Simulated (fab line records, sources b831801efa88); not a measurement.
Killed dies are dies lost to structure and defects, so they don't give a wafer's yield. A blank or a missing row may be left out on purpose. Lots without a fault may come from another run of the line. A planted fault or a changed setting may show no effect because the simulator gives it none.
A struck lot beside a sound one | flow sky130 | 15 steps out of a route of 708
Sound: wafers L513.2, L513.3, L513.5. Struck: wafer L526.1. (L526.2, L526.3 of the same lot were not struck and are left out.) The cause comes at the end.
At each step with rows: each side's tool, then ch and its chambers, then its first start. Under that, the readings that differ: sound wafers | struck wafers | difference of the means | sigmas: that difference in standard deviations of wafers without a fault.
alike: readings whose means differ by less than 2 such deviations, and words and numbers that are the same on both sides. not compared: withheld readings, readings that some wafer has no value for, bounds like >300 that may hide the same value, and numbers for which the record gives no deviation and whose values overlap.
The two part at a step that has a row with sigmas, a row that says differs or no value, or rows on one side only. Numbers that don't overlap but have no deviation are shown without sigmas and don't part them. A reading that every wafer of one side lacks parts them only if that side has two wafers or more.

SKY_VIA2_STRIP_16: strips in O2/N2.
  sound on plasma_asher-03 ch 0,1, day 38 14:35; struck on plasma_asher-02 ch 0, day 42 16:47
  reading                      | sound             | struck | difference | sigmas
  drypump_motor_current_A (A)  | 6.02 6.45 6.00    | 5.61   | -0.55      | -2
  strip_time_to_endpoint_s (s) | 3.990 4.018 4.028 | 4.062  | +0.050     | +2
  alike: oes_product_au
  not compared: rf_hours_counter_h
then, 3 steps without rows for these wafers: SKY_VIA2_STRIP_17 (strips in post etch residue remover, time 1200 s); SKY_VIA2_CLEAN_18 (cleans in IPA, time 180 s); SKY_VIA2_CLEAN_19 (cleans in O3/DIW).
SKY_VIA2_SPUTTER_20: material TiN, target thk 20 nm, time 80 s.
  sound on pvd_sputter-03, day 38 15:11; struck on pvd_sputter-04, day 42 17:23
  alike: throttle_valve_pct
then, 1 step without rows for these wafers: SKY_VIA2_CVD_21 (deposits W, target thk 420 nm, time 126.4 s).
SKY_VIA2_RS_MEAS_22: measures by four-point-probe.
  sound on film_metro-01, day 38 15:24; struck on film_metro-03, day 42 17:34
  alike: VIA2_W_RS
SKY_VIA2_THK_MEAS_23: measures by xrf.
  sound on film_metro-01, day 38 15:31; struck on film_metro-03, day 42 17:41
  alike: VIA2_W_THK
then, 1 step without rows for these wafers: SKY_VIA2_CMP_24 (polishes, stops on SiO2, t overpolish 20 s, target thk 0 nm).
SKY_METAL3_SPUTTER_00: material Ti, target thk 15 nm, time 10 s.
  sound on pvd_sputter-04, day 38 16:07; struck on pvd_sputter-02, day 42 18:03
  alike: throttle_valve_pct
SKY_METAL3_SPUTTER_01: material TiN, target thk 20 nm, time 16.7 s.
  sound on pvd_sputter-04, day 38 16:08; struck on pvd_sputter-02, day 42 18:04
  alike: throttle_valve_pct
SKY_METAL3_SPUTTER_02: material AlCu, target thk 735 nm, time 39.1 s.
  sound on pvd_sputter-04, day 38 16:10; struck on pvd_sputter-02, day 42 18:06
  alike: throttle_valve_pct
SKY_METAL3_SPUTTER_03: material Ti, target thk 5 nm, time 3.3 s.
  sound on pvd_sputter-04, day 38 16:12; struck on pvd_sputter-02, day 42 18:08
  reading                                   | sound             | struck | difference | sigmas
  model.Ti_of_METAL3_SPUTTER_03.thk_nm (nm) | 4.931 4.961 5.011 | 4.578  | -0.390     |
  alike: throttle_valve_pct
then, 1 step without rows for these wafers: SKY_METAL3_SPUTTER_04 (material TiN, target thk 70 nm, time 58.3 s).
-- the record jumps here: 8 days lie between the struck wafers' starts before and after (it left off in module METAL3 and takes up again in module PAD_OPEN, whose first step shown is number 708 of the route) --
SKY_PAD_OPEN_PROBE_99:
  the record has rows for the struck wafers here (prober-01, day 50 14:11) and none for the sound ones

WHERE THEY PART
First at SKY_VIA2_STRIP_16; last, within this record, at SKY_PAD_OPEN_PROBE_99.

WHY: what the simulator had put in
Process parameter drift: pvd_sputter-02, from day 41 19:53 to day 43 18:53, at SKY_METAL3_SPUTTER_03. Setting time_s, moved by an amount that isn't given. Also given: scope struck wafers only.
